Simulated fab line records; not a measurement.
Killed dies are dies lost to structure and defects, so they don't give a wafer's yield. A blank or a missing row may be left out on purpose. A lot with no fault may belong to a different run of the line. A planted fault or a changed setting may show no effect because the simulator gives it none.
Chamber matching ; flow gf180mcu ; cmp-01 running GF_STI_CMP_25: 4 sister chambers
The step polishes, stops on Si3N4, t overpolish 33 s, target thk 524.6 nm. 36 wafers are shown with their chamber, then 12 later ones without.

== WAFERS, EACH WITH ITS CHAMBER ==
wafer;chamber;time to endpoint s (s);overpolish run s (s);head pressure psi (psi)
L075.4;3;123;33.004;4.003
L075.5;2;123;33.003;3.991
L075.6;3;126;33.013;3.994
L076.1;3;118;33.007;4.015
L076.2;0;117;32.996;4.003
L076.3;1;121;32.998;3.989
L078.2;3;113;33.008;3.996
L078.4;1;112;33.012;3.993
L078.6;0;111;32.998;4.020
L079.1;1;122;33.006;4.005
L079.3;0;111;33.017;4.001
L079.4;3;123;33.004;3.999
L082.2;3;122;33.007;3.985
L082.5;3;124;33.006;4.006
L082.6;0;120;32.983;4.006
L083.2;1;115;32.999;4.006
L083.4;3;109;33.004;4.006
L083.5;2;114;33.007;3.994
L084.2;3;118;33.011;3.995
L084.4;0;110;32.993;4.002
L084.5;3;112;33.018;3.994
L085.2;2;122;32.999;4.000
L085.3;3;117;32.996;4.011
L085.6;1;115;32.994;4.009
L086.2;0;112;33.003;3.995
L086.4;2;121;33.003;3.991
L086.6;2;121;32.975;3.999
L088.1;1;121;33.011;4.004
L088.3;3;123;32.997;3.996
L088.4;0;119;32.985;3.997
L089.1;3;119;33.001;3.995
L089.2;2;119;32.981;3.988
L089.5;1;115;32.997;3.998
L090.4;1;113;32.998;4.008
L090.5;0;111;32.998;3.997
L090.6;1;118;33.008;4.003

SIGNATURES (averages over the wafers above)
reading;chamber 0;chamber 1;chamber 2;chamber 3;scatter within a chamber
time to endpoint s;113.88;116.89;120.00;119.00;4.34
overpolish run s;32.99663;33.00256;32.99467;33.00585;0.0088
head pressure psi;4.00263;4.00167;3.99383;3.99962;0.00737
Rule: a wafer's distance from a chamber is the root of the sum, over the readings, of the square of ((its reading less the chamber's mean) divided by the reading's scatter). If the next closest chamber is less than 2 further off than the closest, the wafer can't be placed; otherwise it belongs to the closest. The scatter is the square root of a quotient: the sum, over the shown wafers, of each reading's squared deviation from its chamber's mean, divided by wafers minus chambers.

== WAFERS MISSING THEIR CHAMBER ==
wafer;time to endpoint s (s);overpolish run s (s);head pressure psi (psi)
L091.1;111;32.998;3.999
L091.3;113;32.994;3.999
L091.6;114;33.003;4.008
L092.3;111;33.002;3.989
L092.4;116;32.993;3.987
L092.6;115;32.985;4.005
L093.1;111;33.003;3.990
L093.3;119;32.988;4.008
L093.4;114;33.018;4.000
L095.1;110;33.010;4.004
L095.3;114;33.011;3.991
L095.6;115;33.003;4.003

== CHAMBER TAKEN BY EACH ==
wafer;from the rows above;in truth
L091.1;can't be placed: 0 or 1 or 3 or 2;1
L091.3;can't be placed: 0 or 1 or 2 or 3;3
L091.6;can't be placed: 0 or 1 or 3 or 2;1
L092.3;can't be placed: 0 or 1 or 2 or 3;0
L092.4;can't be placed: 2 or 0 or 1 or 3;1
L092.6;can't be placed: 0 or 1 or 2 or 3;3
L093.1;can't be placed: 0 or 1 or 3 or 2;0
L093.3;can't be placed: 0 or 1 or 2 or 3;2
L093.4;can't be placed: 3 or 1 or 0 or 2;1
L095.1;can't be placed: 0 or 1 or 3 or 2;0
L095.3;can't be placed: 3 or 1 or 0 or 2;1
L095.6;can't be placed: 1 or 0 or 3 or 2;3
Placed correctly: 0 of 12. Cannot be placed on the basis of these rows: 12; the candidates contain the true chamber in 12. Number placed wrongly: 0.
